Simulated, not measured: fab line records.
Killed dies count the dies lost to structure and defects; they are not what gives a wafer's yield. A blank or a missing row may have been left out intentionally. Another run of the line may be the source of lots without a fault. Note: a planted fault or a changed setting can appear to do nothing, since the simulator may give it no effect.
One fault seen from 2 desks -- flow gf180mcu -- each desk holds nothing but its own numbers, with what lay behind them at the end

## THE TOOL OWNER'S DESK: implanter-03
For each lot that ran on this tool, the mean over its sampled wafers that have a number, from the tool's own readings at GF_VT_IMPLANT_IMPLANT_41. A lot is out of limits, marked OUT, if its mean lies more than 4 standard deviations from the usual mean; the brackets give that distance.
Columns: A = beam-energy-keV at GF_VT_IMPLANT_IMPLANT_41, usual 70.006; B = dose-ions-cm2 at GF_VT_IMPLANT_IMPLANT_41, usual 1.0131e+12
lot,first seen here,A,B
L279,day 10 07:43,62.836 (-99 or more) OUT,1.0137e+12
L282,day 11 00:34,62.866 (-99 or more) OUT,1.0121e+12
L288,day 13 11:04,70.026,1.0141e+12
L290,day 13 13:15,70.028,1.0138e+12
L292,day 14 06:17,69.995,1.0118e+12
Finding of this desk: L279, L282 out of limits; the first was L279 at day 10 07:43, on beam-energy-keV at GF_VT_IMPLANT_IMPLANT_41. In limits: L288, L290, L292.

## AT THE METROLOGY DESK
What the gauges read, lot by lot, whatever tool the lot ran on: means of the sampled wafers that have a number. A lot is out of limits, marked OUT, if its mean lies more than 4 standard deviations from the usual mean; the brackets give that distance.
Columns: A = VT_IMPLANT_4_TW at GF_VT_IMPLANT_TW_MEAS_43, usual 699; B = cd-nm at GF_POLY_GATE_CD_MEAS_18, usual 280.2 nm; C = cd-nm at GF_HV_LDD_CD_MEAS_07, usual 399.6 nm
lot,first seen here,A,B,C
L269,day 7 12:52,700,281.6,400.4
L272,day 8 10:19,700,278.7,401.2
L274,day 8 21:43,700,278.2,400.2
L275,day 9 02:43,701,284.7,400.6
L278,day 10 03:01,694,278.4,399.8
L279,day 10 07:58,676 (-6.4) OUT,279.7,402.2
L280,day 10 09:26,704,280.3,400.1
L282,day 11 00:49,683 (-4.5) OUT,282.7,399.0
L286,day 12 13:25,698,281.7,400.4
L288,day 13 11:19,700,281.3,397.5
L290,day 13 13:30,697,279.9,397.0
L291,day 14 04:06,697,281.7,398.7
L292,day 14 06:31,693,281.8,396.4
This desk reports L279, L282 out of limits; the earliest was L279 at day 10 07:58 (VT_IMPLANT_4_TW at GF_VT_IMPLANT_TW_MEAS_43). In limits: L269, L272, L274, L275, L278, L280, L286, L288, L290, L291, L292.

## TAKEN TOGETHER
The tool owner's desk had the chance to raise an alarm at day 10 07:43 on L279, L282.
An alarm was possible from the metrology desk at day 10 07:58, on L279, L282.
Every lot named ran GF_VT_IMPLANT_IMPLANT_41 on implanter-03.

## WHAT THE SIMULATOR HAD PUT IN
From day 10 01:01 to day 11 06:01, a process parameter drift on implanter-03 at GF_VT_IMPLANT_IMPLANT_41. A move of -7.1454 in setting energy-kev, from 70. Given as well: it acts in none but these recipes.
Lots struck among those shown: L279, L282.
Fault start to first reading out of limits, in hours, per desk: tool owner, 7; metrology, 7.
